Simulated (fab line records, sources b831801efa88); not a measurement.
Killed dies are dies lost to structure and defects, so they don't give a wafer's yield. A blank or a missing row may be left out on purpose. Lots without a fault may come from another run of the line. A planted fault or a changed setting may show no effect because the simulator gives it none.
Which tool did it? | flow gf180mcu | 6 lots, 18 wafers sampled, at 1 step of a route of 602

WHAT THE GAUGES READ, wafer by wafer
GF_M4_OVL_MEAS_15.
lot  | measured     | on         | M4_OVL (nm)
L605 | day 23 19:27 | overlay-01 | -3 0 1
L607 | day 24 18:12 | overlay-02 | 6 8 10
L611 | day 25 21:27 | overlay-01 | -4 -5 0
L617 | day 27 20:24 | overlay-02 | -8 -4 -8
L619 | day 28 08:10 | overlay-02 | -10 -4 -3
L624 | day 29 19:49 | overlay-02 | 1 -10 -2

WHICH TOOL RAN EACH LOT (tool, then ch and the chambers of the sampled wafers, then the start)
The record holds no process step before these readings.

THE ANSWER, worked out from the rows above alone
Rule: what is usual is taken from the lots themselves. Put in order of their means at a reading, lots are off if they are a third of the lots or fewer, leave a main group of 4 or more, and stand apart from it by a gap of 3 or more times the standard deviation of the main group's means; of several such gaps the widest counts. A main group whose means are all the same, to the digits that the tables above print for the reading, isn't used. A lot without any number at a reading at which 4 lots or more have one is off too. The other lots that the step has rows for count as sound.
Off: L607, at GF_M4_OVL_MEAS_15 (M4_OVL). The main group: mean -4 nm, standard deviation 2.1.
A tool fits if, at a process step before that reading, it ran every lot that is off, and no sound lot after the first of them. The gauges at GF_M4_OVL_MEAS_15 are tried like those tools. None of those tried fits.

WHAT THE SIMULATOR HAD PUT IN
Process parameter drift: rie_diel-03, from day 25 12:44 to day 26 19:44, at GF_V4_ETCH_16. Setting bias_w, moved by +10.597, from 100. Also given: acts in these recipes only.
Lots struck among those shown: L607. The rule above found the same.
